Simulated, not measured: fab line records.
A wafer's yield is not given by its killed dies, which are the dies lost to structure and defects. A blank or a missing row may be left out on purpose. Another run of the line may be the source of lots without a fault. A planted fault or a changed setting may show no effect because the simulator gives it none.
fab line records + flow sky130
record:
- lots: 6
- wafers: 18
- last_day: 50
route steps=708 shown LDD_HVN@271 LDD_HVP@278
lots untouched by any fault: they come from a run of this same line in which no faults occurred
start_h: start of the lot's first displayed wafer, in hours after the record's first day + wait_h: how many hours have passed since the lot's step before this one + " as in the row above + L1.1+2: several wafers, shown together as one row + - no value present, or no start provided + * or withheld: withheld + < > ~ a bound
route shown NAME@n: NAME is a module with steps in the file, n the number in the route of the first one + usual: the fault-free wafers' mean and standard deviation + same: alike in all rows + chamber/n: place in a boat + sites: per-site readings + _std_site: how widely they spread, as a standard deviation + _edge_site: outer sites' mean less inner sites' + radius_mm: for every site, how far away it sits from the centre of the wafer + mask NAME#n: copy n + behind: the last tool/chamber to shape the wafer + hold: cause of the lot's hold/its duration in hours/its outcome + device: transistor that didn't switch, given as n, p or np + end of line: the tests these same wafers got at the end of their route + a step with no rows: only its recipe + killed: dies that structure and defects cost at the first sort, which is not the same as the wafer's yield + map: dies across one wafer; x = killed, . = not, _ = none there
set.NAME: setting as actually run; set.NAME@STEP: the setting as run at that earlier step + model.NAME: the simulator's own value behind a step, which no gauge read
certain route steps with their lots: each step a table, each wafer a row
services: when a tool's chamber went out of use (start_h, in hours from the record's first day, below 0 if earlier), for how many hours, and the reason
== steps ==
step: SKY_LDD_HVN_EXPOSE_04
recipe:
- mask_id: HVNTM
- na: 0.6
- source_shape: conventional
- sigma_outer: 0.6
- polarization: unpolarized
- target_cd_nm: 700
- dose_mj: 127
step: SKY_LDD_HVN_PEB_05
recipe:
- temp_c: withheld
- time_s: *
- resist: NOVOLAK
step: SKY_LDD_HVN_DEVELOP_06
recipe:
- resist: NOVOLAK
- developer: TMAH
- develop_time_s: 60
- dev_temp_c: 23
step: SKY_LDD_HVN_OVL_MEAS_07
usual:
- LDD_HVN_OVL: -0.7/1.2
| lot.wafer | tool       | chamber | start_h | wait_h | LDD_HVN_OVL[nm] |
|-----------|------------|---------|---------|--------|-----------------|
| L796.2    | overlay-02 | -       | 488.09  | 0.1    | 0.5             |
| L796.3    | "          | -       | "       | "      | 1.0             |
| L796.6    | "          | -       | "       | "      | -0.6            |
| L798.3    | overlay-01 | -       | 525.61  | 0.1    | -1.3            |
| L798.4    | "          | -       | "       | "      | -2.3            |
| L798.5    | "          | -       | "       | "      | -0.8            |
| L803.1    | overlay-01 | -       | 566.88  | 0.1    | -2.3            |
| L803.3    | "          | -       | "       | "      | -2.2            |
| L803.5    | "          | -       | "       | "      | -1.0            |
| L804.4    | overlay-01 | -       | 586.22  | 0.1    | -0.3            |
| L804.5    | "          | -       | "       | "      | -1.1            |
| L804.6    | "          | -       | "       | "      | -0.3            |
| L812.3    | overlay-01 | -       | 628.28  | 0.1    | -1.2            |
| L812.5    | "          | -       | "       | "      | -0.8            |
| L812.6    | "          | -       | "       | "      | -0.6            |
| L813.1    | overlay-02 | -       | 656.45  | 0.1    | -0.5            |
| L813.5    | "          | -       | "       | "      | 0.2             |
| L813.6    | "          | -       | "       | "      | -2.8            |
step: SKY_LDD_HVN_IMPLANT_08
recipe:
- species: P
- energy_kev: 60
- dose_cm2: 3e+13
- tilt_deg: 40
step: SKY_LDD_HVN_STRIP_09
recipe:
- chemistry: O2/N2
- power_w: 1400
- pressure_mtorr: 1500
- platen_temp_c: withheld
- o2_flow_sccm: 3000
- n2_flow_sccm: 300
- overash_fraction: 0.5
usual:
- drypump_motor_current_A: 5.7/0.33
- oes_product_au: 0.409/0.0045
- strip_time_to_endpoint_s: 4.134/0.014
same:
- overash_fraction: 0.5
| lot.wafer | tool            | chamber | start_h | wait_h | drypump_motor_current_A | oes_product_au | rf_hours_counter_h | strip_time_to_endpoint_s |
|-----------|-----------------|---------|---------|--------|-------------------------|----------------|--------------------|--------------------------|
| L796.2    | plasma_asher-03 | 0       | 488.27  | 0.1    | 5.1                     | 0.403          | 77                 | 4.135                    |
| L796.3    | "               | 1       | "       | "      | 5.7                     | 0.418          | -                  | 4.144                    |
| L796.6    | "               | 0       | "       | "      | 5.2                     | 0.407          | -                  | 4.132                    |
| L798.3    | plasma_asher-03 | 1       | 525.82  | 0.1    | 5.7                     | 0.406          | -                  | 4.127                    |
| L798.4    | "               | 0       | "       | "      | 5.2                     | 0.410          | -                  | 4.121                    |
| L798.5    | "               | 0       | "       | "      | 5.1                     | 0.411          | -                  | 4.110                    |
| L803.1    | plasma_asher-04 | 0       | 567.07  | 0.1    | 6.2                     | 0.412          | 76                 | 4.107                    |
| L803.3    | "               | 1       | "       | "      | 5.8                     | 0.409          | -                  | 4.138                    |
| L803.5    | "               | 0       | "       | "      | 6.2                     | 0.403          | -                  | 4.131                    |
| L804.4    | plasma_asher-02 | 1       | 586.42  | 0.1    | 5.5                     | 0.413          | -                  | 4.109                    |
| L804.5    | "               | 0       | "       | "      | 5.6                     | 0.407          | -                  | 4.118                    |
| L804.6    | "               | 1       | "       | "      | 5.5                     | 0.405          | -                  | 4.136                    |
| L812.3    | plasma_asher-02 | 1       | 628.49  | 0.1    | 5.5                     | 0.403          | -                  | 4.134                    |
| L812.5    | "               | 1       | "       | "      | 5.5                     | 0.406          | -                  | 4.126                    |
| L812.6    | "               | 0       | "       | "      | 5.7                     | 0.409          | -                  | 4.136                    |
| L813.1    | plasma_asher-03 | 1       | 656.63  | 0.1    | 5.7                     | 0.404          | 94                 | 4.109                    |
| L813.5    | "               | 0       | "       | "      | 5.2                     | 0.404          | -                  | 4.138                    |
| L813.6    | "               | 1       | "       | "      | 5.7                     | 0.410          | -                  | 4.125                    |
step: SKY_LDD_HVN_TW_MEAS_10
usual:
- LDD_HVN_TW: 1439/10
| lot.wafer | tool          | chamber | start_h | wait_h | LDD_HVN_TW |
|-----------|---------------|---------|---------|--------|------------|
| L796.2    | film_metro-03 | -       | 488.38  | 0.1    | 1452       |
| L796.3    | "             | -       | "       | "      | 1444       |
| L796.6    | "             | -       | "       | "      | 1451       |
| L798.3    | film_metro-03 | -       | 525.91  | 0.1    | 1448       |
| L798.4    | "             | -       | "       | "      | 1449       |
| L798.5    | "             | -       | "       | "      | 1450       |
| L803.1    | film_metro-03 | -       | 567.17  | 0.1    | 1455       |
| L803.3    | "             | -       | "       | "      | 1449       |
| L803.5    | "             | -       | "       | "      | 1446       |
| L804.4    | film_metro-04 | -       | 586.51  | 0.1    | 1421       |
| L804.5    | "             | -       | "       | "      | 1424       |
| L804.6    | "             | -       | "       | "      | 1426       |
| L812.3    | film_metro-02 | -       | 628.58  | 0.1    | 1436       |
| L812.5    | "             | -       | "       | "      | 1442       |
| L812.6    | "             | -       | "       | "      | 1447       |
| L813.1    | film_metro-02 | -       | 656.73  | 0.1    | 1436       |
| L813.5    | "             | -       | "       | "      | 1431       |
| L813.6    | "             | -       | "       | "      | 1434       |
step: SKY_LDD_HVP_DEHYDRATE_00
recipe:
- temp_c: 200
- time_s: 60
step: SKY_LDD_HVP_HMDS_01
recipe:
- prime_time_s: 60
- prime_temp_c: 120
step: SKY_LDD_HVP_COAT_02
recipe:
- resist: NOVOLAK
- spin_rpm: 3000
- resist_thk_nm: 300
step: SKY_LDD_HVP_SOFTBAKE_03
recipe:
- temp_c: 90
- time_s: 60
- resist: NOVOLAK
step: SKY_LDD_HVP_EXPOSE_04
recipe:
- mask_id: HVPTM
- na: 0.6
- source_shape: conventional
- sigma_outer: 0.6
- polarization: unpolarized
- target_cd_nm: 700
- dose_mj: 86
step: SKY_LDD_HVP_PEB_05
recipe:
- temp_c: withheld
- time_s: *
- resist: NOVOLAK
usual:
- chill_plate_temp_C: *
- exhaust_pa: 45.0/0.93
- time_s: *
| lot.wafer | tool           | chamber | start_h | wait_h | chill_plate_temp_C | exhaust_pa | time_s |
|-----------|----------------|---------|---------|--------|--------------------|------------|--------|
| L796.2    | litho_track-03 | 0       | 518.77  | -      | *                  | 46.6       | *      |
| L796.3    | "              | 0       | "       | "      | *                  | 44.9       | *      |
| L796.6    | "              | 0       | "       | "      | *                  | 45.7       | *      |
| L798.3    | litho_track-02 | 0       | 556.06  | -      | *                  | 45.4       | *      |
| L798.4    | "              | 0       | "       | "      | *                  | 44.1       | *      |
| L798.5    | "              | 0       | "       | "      | *                  | 44.6       | *      |
| L803.1    | litho_track-03 | -       | 595.60  | -      | -                  | -          | -      |
| L803.3    | "              | -       | "       | "      | -                  | -          | -      |
| L803.5    | "              | -       | "       | "      | -                  | -          | -      |
| L804.4    | litho_track-03 | -       | 615.37  | -      | -                  | -          | -      |
| L804.5    | "              | -       | "       | "      | -                  | -          | -      |
| L804.6    | "              | -       | "       | "      | -                  | -          | -      |
| L812.3    | litho_track-03 | 0       | 657.30  | -      | *                  | 44.9       | *      |
| L812.5    | "              | 0       | "       | "      | *                  | 45.3       | *      |
| L812.6    | "              | 0       | "       | "      | *                  | 45.1       | *      |
| L813.1    | litho_track-02 | 0       | 684.51  | -      | *                  | 46.0       | *      |
| L813.5    | "              | 0       | "       | "      | *                  | 46.1       | *      |
| L813.6    | "              | 0       | "       | "      | *                  | 46.4       | *      |
step: SKY_LDD_HVP_DEVELOP_06
recipe:
- resist: NOVOLAK
- developer: TMAH
- develop_time_s: 60
- dev_temp_c: 23
== services ==
| tool            | chamber | start_h | hours | kind   |
|-----------------|---------|---------|-------|--------|
| plasma_asher-04 | -       | 557.40  | 2.8   | pm     |
| plasma_asher-03 | -       | 605.77  | 6.0   | repair |
| plasma_asher-02 | -       | 631.54  | 77.4  | repair |
== key ==
first_sign:
- step: SKY_LDD_HVP_PEB_05
- reading: tool_record
- direction: missing
effect none on later readings
met_at SKY_LDD_HVP_PEB_05
struck_wafers L803.1,L803.3,L803.5,L804.4,L804.5,L804.6
sort_left_out L803.1,L803.3,L803.5,L804.4,L804.5,L804.6
tester_left_out L803,L804
onset_between 518.77 595.60
fault:
- kind: skipped_step_whole
- tool: litho_track-03
- chamber: -
- onset_h: 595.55
- steps: SKY_LDD_HVP_PEB_05
- scope: struck_lots_only
tester_left_out: of these lots the tester's yield and bins aren't shown, on N5 and GAA mostly nor the transistor test; their killed dies are dies lost to structure and defects alone, not to doping, threshold or leakage, so they don't give the yield
sort_left_out: the simulated sort isn't trusted on such a fault, so these wafers' sort isn't shown, and their yield isn't known
